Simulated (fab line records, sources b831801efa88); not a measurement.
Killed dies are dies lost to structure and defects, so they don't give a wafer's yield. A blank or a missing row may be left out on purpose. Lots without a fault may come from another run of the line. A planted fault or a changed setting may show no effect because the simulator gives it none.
Which tool did it? | flow gf180mcu | 15 lots, 45 wafers sampled, at 4 steps of a route of 602

WHAT THE GAUGES READ, wafer by wafer
GF_DUAL_GATE_OVL_MEAS_11. Usual: DUAL_GATE_OVL -1.2 nm, standard deviation 1.8.
lot  | measured     | on         | DUAL_GATE_OVL (nm) | flag
L162 | day 8 04:19  | overlay-01 | -2.6 -3.0 -2.2     |
L163 | day 8 12:45  | overlay-01 | -2.5 -1.0 -2.6     |
L164 | day 8 19:23  | overlay-01 | -4.3 -4.4 -3.7     |
L165 | day 9 04:57  | overlay-02 | 0.1 1.1 -0.1       |
L167 | day 9 19:08  | overlay-02 | -0.1 0.6 0.1       |
L168 | day 10 01:38 | overlay-02 | 1.0 0.6 -0.1       |
L171 | day 10 21:11 | overlay-01 | -0.8 -1.5 -1.3     |
L172 | day 11 13:53 | overlay-02 | 0.6 -2.4 -2.3      |
L174 | day 12 00:27 | overlay-02 | 0.7 -1.3 -0.3      |
L175 | day 12 06:53 | overlay-02 | 0.4 0.7 -0.4       |
L176 | day 12 13:35 | overlay-02 | -0.2 -0.2 -0.2     |
L177 | day 12 23:05 | overlay-01 | -3.8 -3.1 -1.7     |
L178 | day 13 02:11 | overlay-02 | 2.4 0.3 3.1        |
L182 | day 14 08:44 | overlay-02 | -2.9 -1.0 -4.3     |
L185 | day 15 01:22 | overlay-02 | -3.1 -2.2 -1.9     |

GF_POLY_GATE_OVL_MEAS_11. Usual: POLY_GATE_OVL 4 nm, standard deviation 4.8.
lot  | measured     | on         | POLY_GATE_OVL (nm) | flag
L162 | day 9 00:25  | overlay-02 | 6 7 9              |
L163 | day 9 09:25  | overlay-01 | 1 0 -2             |
L164 | day 9 17:40  | overlay-01 | 13 10 7            |
L165 | day 10 01:30 | overlay-02 | 4 7 3              |
L167 | day 10 17:13 | overlay-02 | 12 8 11            |
L168 | day 11 00:32 | overlay-02 | 10 10 3            |
L171 | day 11 18:28 | overlay-01 | 0 -3 -3            |
L172 | day 12 12:07 | overlay-02 | 8 6 11             |
L174 | day 12 23:37 | overlay-02 | -2 0 4             |
L175 | day 13 07:37 | overlay-01 | 2 -3 -5            |
L176 | day 13 14:23 | overlay-02 | 2 1 0              |
L177 | day 14 01:08 | overlay-02 | 7 10 13            |
L178 | day 14 02:26 | overlay-01 | 5 5 3              |
L182 | day 15 11:08 | overlay-02 | 7 6 15             |
L185 | day 16 02:29 | overlay-01 | 7 3 7              |

GF_HV_LDD_RS_MEAS_53: measures by four-point-probe. Usual: HV_LDD_RS 418.7 ohm/sq, standard deviation 0.93.
lot  | measured     | on            | HV_LDD_RS (ohm/sq) | flag
L162 | day 12 03:57 | film_metro-04 | 418.5 419.4 420.4  |
L163 | day 12 13:55 | film_metro-04 | 419.9 421.3 419.0  |
L164 | day 12 22:07 | film_metro-03 | 420.2 418.7 419.1  |
L165 | day 13 07:23 | film_metro-01 | 418.2 417.6 418.7  |
L167 | day 14 01:17 | film_metro-04 | 419.4 418.0 417.2  |
L168 | day 14 09:37 | film_metro-04 | 419.2 418.6 417.7  |
L171 | day 15 05:25 | film_metro-04 | 418.4 418.6 418.7  |
L172 | day 16 01:57 | film_metro-01 | 417.9 418.1 417.4  |
L174 | day 16 16:37 | film_metro-03 | 418.7 418.3 418.5  |
L175 | day 17 00:28 | film_metro-03 | - - -              | OFF
L176 | day 17 07:37 | film_metro-04 | - - -              | OFF
L177 | day 17 21:01 | film_metro-03 | - - -              | OFF
L178 | day 17 23:46 | film_metro-04 | 419.4 419.2 419.0  |
L182 | day 19 09:39 | film_metro-01 | 418.6 418.1 418.1  |
L185 | day 20 03:35 | film_metro-01 | 417.8 417.9 419.2  |

WHICH TOOL RAN EACH LOT (tool, then ch and the chambers of the sampled wafers, then the start)
lot  | GF_HV_LDD_RTA_52
L162 | rtp_anneal-02 ch 0, day 12 03:53
L163 | rtp_anneal-01 ch 0, day 12 13:49
L164 | rtp_anneal-02 ch 0, day 12 22:02
L165 | rtp_anneal-01 ch 0, day 13 07:17
L167 | rtp_anneal-01 ch 0, day 14 01:13
L168 | rtp_anneal-01 ch 0, day 14 09:33
L171 | rtp_anneal-01 ch 0, day 15 05:21
L172 | rtp_anneal-02 ch 0, day 16 01:53
L174 | rtp_anneal-01 ch 0, day 16 16:31
L175 | rtp_anneal-02, day 17 00:23
L176 | rtp_anneal-02, day 17 07:33
L177 | rtp_anneal-02, day 17 20:57
L178 | rtp_anneal-02 ch 0, day 17 23:42
L182 | rtp_anneal-01 ch 0, day 19 09:35
L185 | rtp_anneal-01 ch 0, day 20 03:31
- GF_HV_LDD_RTA_52: time 10 s.

WHAT THE TOOLS THEMSELVES READ (means of the sampled wafers that have a number; where no wafer has one, the mark that the record gives instead)
GF_HV_LDD_RTA_52. Usual: anneal_temp_c_max 1003.8, standard deviation 0.65; chamber_o2_ppm 1.999, standard deviation 0.023; lamp_power_pct 31.7 %, standard deviation 1.7; wafer_temp_C_max 1004.9, standard deviation 1.9.
lot  | tool          | anneal_temp_c_max | chamber_o2_ppm | lamp_power_pct (%) | wafer_temp_C_max | flag
L162 | rtp_anneal-02 | 1003.6            | 1.996          | 29.5               | 1003.1           |
L163 | rtp_anneal-01 | 1003.8            | 2.001          | 33.0               | 1006.0           |
L164 | rtp_anneal-02 | 1003.5            | 1.972          | 29.5               | 1003.1           |
L165 | rtp_anneal-01 | 1003.9            | 2.009          | 33.1               | 1006.6           |
L167 | rtp_anneal-01 | 1003.3            | 2.010          | 33.0               | 1006.9           |
L168 | rtp_anneal-01 | 1003.9            | 1.999          | 33.0               | 1007.1           |
L171 | rtp_anneal-01 | 1003.7            | 2.005          | 33.0               | 1004.9           |
L172 | rtp_anneal-02 | 1003.7            | 2.008          | 29.5               | 1002.6           |
L174 | rtp_anneal-01 | 1003.5            | 1.957          | 33.0               | 1007.0           |
L175 | rtp_anneal-02 | -                 | -              | -                  | -                | OFF
L176 | rtp_anneal-02 | -                 | -              | -                  | -                | OFF
L177 | rtp_anneal-02 | -                 | -              | -                  | -                | OFF
L178 | rtp_anneal-02 | 1003.7            | 2.014          | 29.5               | 1002.9           |
L182 | rtp_anneal-01 | 1003.8            | 2.036          | 33.0               | 1006.6           |
L185 | rtp_anneal-01 | 1004.4            | 1.984          | 33.1               | 1007.4           |

THE ANSWER, worked out from the rows above alone
Rule: a lot is off if the mean of its wafers that have a number lies more than 3 standard deviations from the usual mean. A lot without any number at a reading at which 4 lots or more have one is off too. The other lots that the step has rows for count as sound. The gauges are gone through in route order, then the tools' own readings, and for those a lot's mean is taken as printed above. The first step at which some lot is off is used, and at that step the reading that is off furthest; a lot without a number counts as furthest.
Off: L175, L176, L177, at GF_HV_LDD_RS_MEAS_53 (HV_LDD_RS). Without a number there: L175, L176, L177.
A tool fits if, at a process step before that reading, it ran every lot that is off, and no sound lot after the first of them. The gauges at GF_HV_LDD_RS_MEAS_53 aren't tried: what is off there is off at GF_HV_LDD_RTA_52 too, on other tools, and a gauge's error can't cause that. None of those tried fits.

WHAT THE SIMULATOR HAD PUT IN
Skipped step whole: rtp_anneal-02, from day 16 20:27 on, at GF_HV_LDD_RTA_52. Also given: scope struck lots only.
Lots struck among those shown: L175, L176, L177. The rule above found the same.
